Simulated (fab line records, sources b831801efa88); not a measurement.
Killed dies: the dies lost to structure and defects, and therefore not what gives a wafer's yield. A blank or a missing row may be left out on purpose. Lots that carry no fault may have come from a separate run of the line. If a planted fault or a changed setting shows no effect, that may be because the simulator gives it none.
Matching of chambers -- flow gf180mcu -- GF_V5_CMP_26 on cmp-01: 4 sister chambers
The step polishes, stops on SiO2, t overpolish 15 s, target thk 0 nm. 14 wafers are shown with their chamber, then 7 later ones without.

WAFERS WITH THEIR CHAMBER
wafer,chamber,motorCurrentA (A),overpolishRunS (s),timeToEndpointS (s)
L653.3,3,10.2,14.989,88.3
L653.4,2,10.9,14.990,89.3
L653.5,1,11.2,15.008,88.1
L658.3,0,11.9,15.009,87.5
L658.4,3,9.7,15.000,85.3
L658.5,2,10.1,14.989,87.1
L659.2,3,9.9,15.021,81.8
L659.3,2,11.1,15.006,82.9
L659.4,1,11.4,14.995,84.1
L661.2,1,11.5,14.983,83.6
L661.3,3,10.0,14.998,83.5
L661.5,1,11.0,15.002,83.6
L662.1,1,11.1,14.997,82.7
L662.2,2,10.8,14.998,83.2

SIGNATURES, as means of the wafers listed above
reading,chamber 0,chamber 1,chamber 2,chamber 3,scatter within a chamber
motorCurrentA,11.900,11.240,10.725,9.950,0.295
overpolishRunS,15.00900,14.99700,14.99575,15.00200,0.0104
timeToEndpointS,87.500,84.420,85.625,84.725,2.65
Rule: a wafer's distance from a chamber is the root of the sum, over the readings, of the square of ((its reading less the chamber's mean) divided by the reading's scatter). The wafer belongs to the nearest chamber; if the next one is less than 2 further off, it can't be placed. The scatter: the root of (the sum of the squares of (reading less its chamber's mean) over the shown wafers, divided by (wafers less chambers)).

WAFERS WITH NO CHAMBER GIVEN
wafer,motorCurrentA (A),overpolishRunS (s),timeToEndpointS (s)
L662.6,12.2,15.014,82.7
L664.2,12.6,15.002,81.7
L664.3,11.1,14.999,84.6
L664.4,11.2,15.005,79.0
L674.3,11.2,15.000,85.8
L674.5,10.9,14.999,84.0
L674.6,11.5,14.992,86.2

THE CHAMBER EACH PASSED THROUGH
wafer,from the rows above,in truth
L662.6,can't be placed: 0 or 1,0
L664.2,can't be placed: 0 or 1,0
L664.3,can't be placed: 1 or 2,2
L664.4,can't be placed: 1 or 2 or 0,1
L674.3,can't be placed: 1 or 2 or 0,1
L674.5,can't be placed: 2 or 1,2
L674.6,can't be placed: 1 or 0 or 2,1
Correct placement for 0 of the 7. Unplaceable from these rows: 7, with the true chamber sitting among the candidates in 7. Number placed wrongly: 0.
